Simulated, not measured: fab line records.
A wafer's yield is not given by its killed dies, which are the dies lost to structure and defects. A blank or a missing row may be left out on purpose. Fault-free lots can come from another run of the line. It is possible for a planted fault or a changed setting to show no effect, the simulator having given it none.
Which tool did it? -- flow gf180mcu -- 12 lots, 36 wafers sampled, at 6 steps of a route of 602

WHAT THE GAUGES READ, wafer by wafer
GF_NWELL_TW_MEAS_11.
lot,measured,on,NWELL_TW
L882,day 3 08:19,film-metro-02,1593 1593 1597
L883,day 3 13:38,film-metro-04,1589 1587 1584
L884,day 3 17:47,film-metro-02,1599 1591 1595
L887,day 4 09:59,film-metro-04,1592 1590 1600
L888,day 4 16:44,film-metro-04,1596 1595 1591
L889,day 4 22:07,film-metro-04,1597 1591 1583
L890,day 5 04:18,film-metro-03,1579 1568 1574
L891,day 5 09:34,film-metro-04,1588 1597 1588
L893,day 5 21:49,film-metro-02,1581 1579 1579
L898,day 6 20:44,film-metro-03,1745 1729 1738 1738 1740 1741
L902,day 7 22:27,film-metro-02,1740 1738 1739 1732 1736 1738
L905,day 8 20:54,film-metro-04,1577 1585 1578

GF_VT_IMPLANT_RS_MEAS_47: measurement is done with a four-point probe.
lot,measured,on,NWELL_RS (ohm/sq)
L882,day 7 15:16,film-metro-04,487.9 489.1 489.9
L883,day 7 22:40,film-metro-04,488.2 488.1 489.5
L884,day 8 00:50,film-metro-04,487.1 488.8 488.0
L887,day 8 20:35,film-metro-02,487.0 487.8 486.0
L888,day 9 05:57,film-metro-04,490.5 489.9 490.2
L889,day 9 12:27,film-metro-03,487.7 489.0 488.1
L890,day 9 20:46,film-metro-02,489.6 487.8 488.5
L891,day 10 02:31,film-metro-03,489.4 489.1 489.6
L893,day 10 18:10,film-metro-03,488.7 489.8 488.0
L898,day 11 22:50,film-metro-02,637.3 637.0 638.4 636.3 636.4 639.0
L902,day 13 07:08,film-metro-04,639.5 637.8 637.2 638.8 637.9 636.7
L905,day 14 09:40,film-metro-04,487.7 488.4 486.9

GF_HV_LDD_OVL_MEAS_08.
lot,measured,on,HV_LDD_OVL (nm)
L882,day 10 03:12,overlay-01,-1.6 -0.1 0.3
L883,day 10 11:24,overlay-01,2.1 2.4 2.3
L884,day 10 12:40,overlay-01,-1.0 -0.9 -1.2
L887,day 11 10:44,overlay-02,-0.7 -2.9 -3.2
L888,day 11 18:10,overlay-02,-0.3 -2.2 -1.6
L889,day 12 03:41,overlay-01,1.9 -1.2 2.9
L890,day 12 12:58,overlay-01,0.3 -1.3 0.4
L891,day 12 17:22,overlay-01,1.1 1.9 0.5
L893,day 13 11:39,overlay-02,-1.4 -0.7 -1.2
L905,day 17 12:36,overlay-02,-2.8 -2.5 -2.3

GF_M1_RS_MEAS_05: measurement is done with a four-point probe.
lot,measured,on,M1_ALCU_RS (ohm/sq)
L882,day 16 07:32,film-metro-01,0.0717 0.0699 0.0696
L883,day 16 15:50,film-metro-04,0.0686 0.0686 0.0694
L884,day 16 20:13,film-metro-02,0.0700 0.0686 0.0684
L887,day 17 20:58,film-metro-04,0.0694 0.0698 0.0686
L888,day 18 06:25,film-metro-02,0.0685 0.0689 0.0697
L889,day 18 18:39,film-metro-01,0.0702 0.0696 0.0695
L890,day 19 04:34,film-metro-01,0.0697 0.0710 0.0710
L891,day 19 09:32,film-metro-01,0.0693 0.0695 0.0688
L893,day 20 10:35,film-metro-01,0.0679 0.0677 0.0701
L905,day 24 17:25,film-metro-04,0.0700 0.0703 0.0700

EACH LOT AND THE TOOL THAT RAN IT (in order: tool; ch and the chambers of the sampled wafers; start)
lot,GF_NWELL_IMPLANT_08,GF_M1_SPUTTER_00
L882,"implanter-03 ch 0, day 3 07:55","pvd-sputter-03, day 16 07:19"
L883,"implanter-02 ch 0, day 3 13:14","pvd-sputter-01, day 16 15:37"
L884,"implanter-01 ch 0, day 3 17:23","pvd-sputter-01, day 16 19:59"
L887,"implanter-02 ch 0, day 4 09:37","pvd-sputter-04, day 17 20:44"
L888,"implanter-03 ch 0, day 4 16:22","pvd-sputter-01, day 18 06:11"
L889,"implanter-01 ch 0, day 4 21:43","pvd-sputter-04, day 18 18:24"
L890,"implanter-02 ch 0, day 5 03:56","pvd-sputter-03, day 19 04:18"
L891,"implanter-01 ch 0, day 5 09:12","pvd-sputter-04, day 19 09:16"
L893,"implanter-03 ch 0, day 5 21:25","pvd-sputter-01, day 20 10:22"
L898,"implanter-02 ch 0, day 6 20:20",-
L902,"implanter-02 ch 0, day 7 22:03",-
L905,"implanter-01 ch 0, day 8 20:30","pvd-sputter-03, day 24 17:11"
- GF_NWELL_IMPLANT_08
- GF_M1_SPUTTER_00: material Ti, target thk 37.5 nm, time 150 s.

AS READ BY THE TOOLS THEMSELVES (means over the sampled wafers that have a number; for cases with no such wafer, the mark the record gives instead)
GF_NWELL_IMPLANT_08.
lot,tool,tilt-deg (degrees)
L882,implanter-03,0.002
L883,implanter-02,0.009
L884,implanter-01,0.001
L887,implanter-02,0.001
L888,implanter-03,0.009
L889,implanter-01,-0.004
L890,implanter-02,-0.014
L891,implanter-01,0.016
L893,implanter-03,0.011
L898,implanter-02,3.488
L902,implanter-02,3.515
L905,implanter-01,0.020

GF_M1_SPUTTER_00.
lot,tool,cathode-dc-power-W (W),chamber-pressure-pa (Pa),throttle-valve-pct (%)
L882,pvd-sputter-03,4000.5,1.998,29.8
L883,pvd-sputter-01,3999.7,2.003,29.6
L884,pvd-sputter-01,4000.3,2.000,29.7
L887,pvd-sputter-04,3999.8,1.998,29.9
L888,pvd-sputter-01,4000.6,1.997,29.7
L889,pvd-sputter-04,3999.8,2.001,30.9
L890,pvd-sputter-03,3999.9,2.000,30.4
L891,pvd-sputter-04,4000.3,1.999,30.0
L893,pvd-sputter-01,3999.0,1.999,30.6
L905,pvd-sputter-03,3999.9,2.001,30.7

THE ANSWER, worked out from the rows above alone
Rule: usual is defined by the lots themselves. The widest of any qualifying gaps counts: lots, ordered by their means at a reading, are off when they make up no more than a third of the lots, leave a main group of 4 or more, and stand apart from it by 3 or more times the standard deviation of that group's means. A main group is skipped when, at the precision printed for the reading in the tables above, its means are all equal. A lot without any number at a reading at which 4 lots or more have one is off too. Any other lot the step has rows for is counted as sound. The gauges are gone through in route order, then the tools' own readings, and for those a lot's mean is taken as printed above. At the first step where some lot is off, the reading lying furthest off is the one used; lots without a number count as furthest.
Off: L898, L902, seen at GF_NWELL_TW_MEAS_11 (NWELL_TW). Main group: mean 1588, sd 7.2.
A tool fits if, at a process step before that reading, it ran every lot that is off, and no sound lot after the first of them. Not tried: the gauges at GF_NWELL_TW_MEAS_11; whatever is off there is also off at GF_NWELL_IMPLANT_08, on other tools, and gauge error can't account for it. One candidate fits, namely implanter-02 at GF_NWELL_IMPLANT_08. A fault onset in the window from L890 (day 5 03:56, its last sound lot) to L898 (day 6 20:20, its first lot off) fits.
The tool's own readings at GF_NWELL_IMPLANT_08 bear it out: on the lots that are off they differ by more than 5 times the standard deviation of the sound lots' means. tilt-deg reads 3.502 degrees there against 0.005 degrees on the sound lots.

WHAT WAS PUT IN BY THE SIMULATOR
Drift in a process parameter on implanter-02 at GF_NWELL_IMPLANT_08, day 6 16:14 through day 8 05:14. Setting tilt-deg shifted by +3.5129 from 0. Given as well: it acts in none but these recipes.
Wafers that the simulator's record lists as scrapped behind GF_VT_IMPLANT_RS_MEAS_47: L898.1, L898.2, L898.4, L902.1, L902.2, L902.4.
Struck lots among those shown: L898, L902. The same result came from the rule above.
